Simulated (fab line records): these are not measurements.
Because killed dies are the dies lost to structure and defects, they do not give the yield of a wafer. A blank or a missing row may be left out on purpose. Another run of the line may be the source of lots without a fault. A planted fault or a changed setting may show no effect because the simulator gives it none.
2 desks looking at one fault | flow sky130 | every desk sees just its own numbers, and what lay behind them comes last

METROLOGY DESK
Lot by lot, what the gauges showed, no matter which tool ran the lot: averages of those sampled wafers that carry a number. Any lot whose mean is over 4 standard deviations away from the usual mean is out of limits and marked OUT; that distance is given in the brackets.
Columns: A = VIA3_OVL at SKY_VIA3_OVL_MEAS_13, usual -4 nm; B = VIA3_W_RS at SKY_VIA3_RS_MEAS_22, usual 0.292 ohm/sq; C = VIA3_W_THK at SKY_VIA3_THK_MEAS_23, usual 387 nm
lot  | first seen here | A  | B     | C
L239 | day 39 16:37    | -9 | 0.292 | 385
L244 | day 43 11:52    | -4 | 0.293 | 388
L256 | day 44 08:55    | 2  | 0.290 | 392
L257 | day 44 20:41    | -4 | 0.293 | 387
L260 | day 46 11:02    | -5 | 0.293 | 387
L261 | day 46 11:59    | -2 | 0.294 | 381
This desk found nothing out of limits on any of the 6 lots.

TOOL OWNER'S DESK, pvd-sputter-04
The tool's own readings at SKY_METAL4_SPUTTER_00 (material Ti, target thk 15 nm, time 10 s): means of the sampled wafers that have a number, for each lot that ran on this tool. Any lot whose mean is over 4 standard deviations away from the usual mean is out of limits and marked OUT; that distance is given in the brackets.
Columns: A = chamber-pressure-pa at SKY_METAL4_SPUTTER_00, usual 0.4000 Pa; B = throttle-valve-pct at SKY_METAL4_SPUTTER_00, usual 29.9 %
lot  | first seen here | A      | B
L239 | day 39 18:00    | 0.3995 | 30.5
L256 | day 44 10:18    | 0.3996 | 30.1
L257 | day 44 22:04    | 0.4000 | 30.5
This desk found nothing out of limits on any of the 3 lots.

TAKEN TOGETHER
Nothing out of limits was seen by the metrology desk.
The tool owner's desk saw nothing out of limits.

WHAT HAD BEEN PUT IN BY THE SIMULATOR
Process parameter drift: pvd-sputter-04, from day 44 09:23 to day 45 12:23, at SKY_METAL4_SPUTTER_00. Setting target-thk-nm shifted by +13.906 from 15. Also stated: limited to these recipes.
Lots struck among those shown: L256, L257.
